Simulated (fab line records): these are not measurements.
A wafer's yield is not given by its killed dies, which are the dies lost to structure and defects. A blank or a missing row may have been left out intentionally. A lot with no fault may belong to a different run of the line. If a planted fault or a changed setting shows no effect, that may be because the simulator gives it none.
What tool caused it? :: flow gf180mcu :: 7 lots, 21 wafers sampled, at 3 steps of a route of 602

WHAT THE GAUGES SHOWED, per wafer
GF_V4_THK_MEAS_25: measures by xrf.
lot: L453
measured: day 24 16:34
on: film-metro-04
V4_W_THK (nm): 349 351 349

lot: L455
measured: day 25 04:47
on: film-metro-03
V4_W_THK (nm): 356 354 359

lot: L457
measured: day 26 06:04
on: film-metro-02
V4_W_THK (nm): 351 346 352

lot: L464
measured: day 28 14:16
on: film-metro-02
V4_W_THK (nm): 360 363 354

lot: L468
measured: day 29 17:53
on: film-metro-02
V4_W_THK (nm): 358 359 356

lot: L471
measured: day 30 15:25
on: film-metro-02
V4_W_THK (nm): 348 359 356

lot: L475
measured: day 31 07:42
on: film-metro-03
V4_W_THK (nm): 341 342 347

TOOL THAT RAN EACH LOT (tool first, then ch and the chambers of the sampled wafers, then the start)
lot: L453
GF_SAB_ETCH_11: rie-diel-04 ch 0,1,3, day 15 09:54
GF_M4_SPUTTER_01: pvd-sputter-02, day 22 16:15

lot: L455
GF_SAB_ETCH_11: rie-diel-01 ch 1,2,3, day 15 22:59
GF_M4_SPUTTER_01: pvd-sputter-01, day 23 06:47

lot: L457
GF_SAB_ETCH_11: rie-diel-02 ch 0,2,3, day 17 02:28
GF_M4_SPUTTER_01: pvd-sputter-02, day 24 09:40

lot: L464
GF_SAB_ETCH_11: rie-diel-04 ch 1,2,3, day 19 14:26
GF_M4_SPUTTER_01: pvd-sputter-02, day 26 19:21

lot: L468
GF_SAB_ETCH_11: rie-diel-02 ch 1,3, day 21 02:56
GF_M4_SPUTTER_01: pvd-sputter-03, day 28 00:36

lot: L471
GF_SAB_ETCH_11: rie-diel-02 ch 1,2,3, day 22 09:05
GF_M4_SPUTTER_01: pvd-sputter-01, day 28 23:18

lot: L475
GF_SAB_ETCH_11: rie-diel-02 ch 0,2,3, day 23 04:16
GF_M4_SPUTTER_01: pvd-sputter-02, day 29 16:45
- GF_SAB_ETCH_11: etches SiO2 in C4F8/O2/Ar, target depth 55 nm, time 8.5 s.
- GF_M4_SPUTTER_01: material TiN, target thk 30 nm, time 25 s.

THE ANSWER, worked out from the rows above alone
Rule: the usual values come from the lots themselves. Put in order of their means at a reading, lots are off if they are a third of the lots or fewer, leave a main group of 4 or more, and stand apart from it by a gap of 3 or more times the standard deviation of the main group's means; of several such gaps the widest counts. Not used: any main group whose means are identical at the precision the tables above print for the reading. A lot without any number at a reading at which 4 lots or more have one is off too. The other lots that the step has rows for count as sound.
None of the lots is off at any reading shown; this tells nothing.

WHAT THE SIMULATOR HAD PUT IN
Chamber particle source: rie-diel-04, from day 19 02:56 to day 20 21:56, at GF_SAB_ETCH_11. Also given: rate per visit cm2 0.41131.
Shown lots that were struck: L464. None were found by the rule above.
